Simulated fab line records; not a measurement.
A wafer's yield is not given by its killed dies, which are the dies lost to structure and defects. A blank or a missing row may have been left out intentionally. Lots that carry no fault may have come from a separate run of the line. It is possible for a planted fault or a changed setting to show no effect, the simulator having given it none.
What tool caused it? -- flow sky130 -- 14 lots (39 wafers sampled), 1 step of a 708-step route

WHAT THE GAUGES SHOWED, per wafer
SKY_VT_ADJUST_HVTP_OVL_MEAS_08.
lot,measured,on,VT_ADJUST_HVTP_OVL (nm)
L288,day 6 10:23,overlay-01,0.0 -1.0 -0.3
L290,day 7 00:40,overlay-01,-4.3 -4.9 -3.2
L291,day 7 09:59,overlay-02,-1.3 -1.0 -2.4
L292,day 7 11:34,overlay-02,0.9 0.5 1.1
L293,day 7 15:45,overlay-02,-1.8 -2.1 -1.5
L294,day 8 01:17,overlay-02,-0.5 -1.1 -0.7
L296,day 8 10:48,overlay-02,-2.2 -1.5 -1.8
L299,day 9 06:00,overlay-01,-0.9 1.2 0.6
L300,day 9 15:44,overlay-02,-0.1 -0.5 -0.9
L301,day 10 00:35,overlay-02,0.0 -1.2 -0.4
L307,day 11 13:45,overlay-01,-0.1 0.9
L309,day 11 19:43,overlay-02,-1.0 -1.1
L310,day 12 01:02,overlay-01,-2.8 -1.3 -1.6
L311,day 12 05:14,overlay-02,-1.9 -1.0

EACH LOT AND THE TOOL THAT RAN IT (in order: tool; ch and the chambers of the sampled wafers; start)
Before these readings, the record contains no process step.

WHAT THE TOOLS THEMSELVES READ (means of the sampled wafers that have a number; where no wafer has one, the mark that the record gives instead)
The record holds no such reading with a usual standard deviation.

THE ANSWER, worked out from the rows above alone
Rule: the lots themselves supply what counts as usual. The widest of any qualifying gaps counts: lots, ordered by their means at a reading, are off when they make up no more than a third of the lots, leave a main group of 4 or more, and stand apart from it by 3 or more times the standard deviation of that group's means. The tables above print the reading to a certain number of digits; a main group whose means all agree to those digits is not used. Also off: a lot with no number at a reading for which 4 or more lots have one. Any other lot the step has rows for is counted as sound. First the gauges in route order, then the tools' own readings, where a lot's mean is used as printed above. At the first step where some lot is off, the reading lying furthest off is the one used; lots without a number count as furthest.
Across all readings shown, no lot is off: no conclusion can be drawn from this.

WHAT THE SIMULATOR PUT IN
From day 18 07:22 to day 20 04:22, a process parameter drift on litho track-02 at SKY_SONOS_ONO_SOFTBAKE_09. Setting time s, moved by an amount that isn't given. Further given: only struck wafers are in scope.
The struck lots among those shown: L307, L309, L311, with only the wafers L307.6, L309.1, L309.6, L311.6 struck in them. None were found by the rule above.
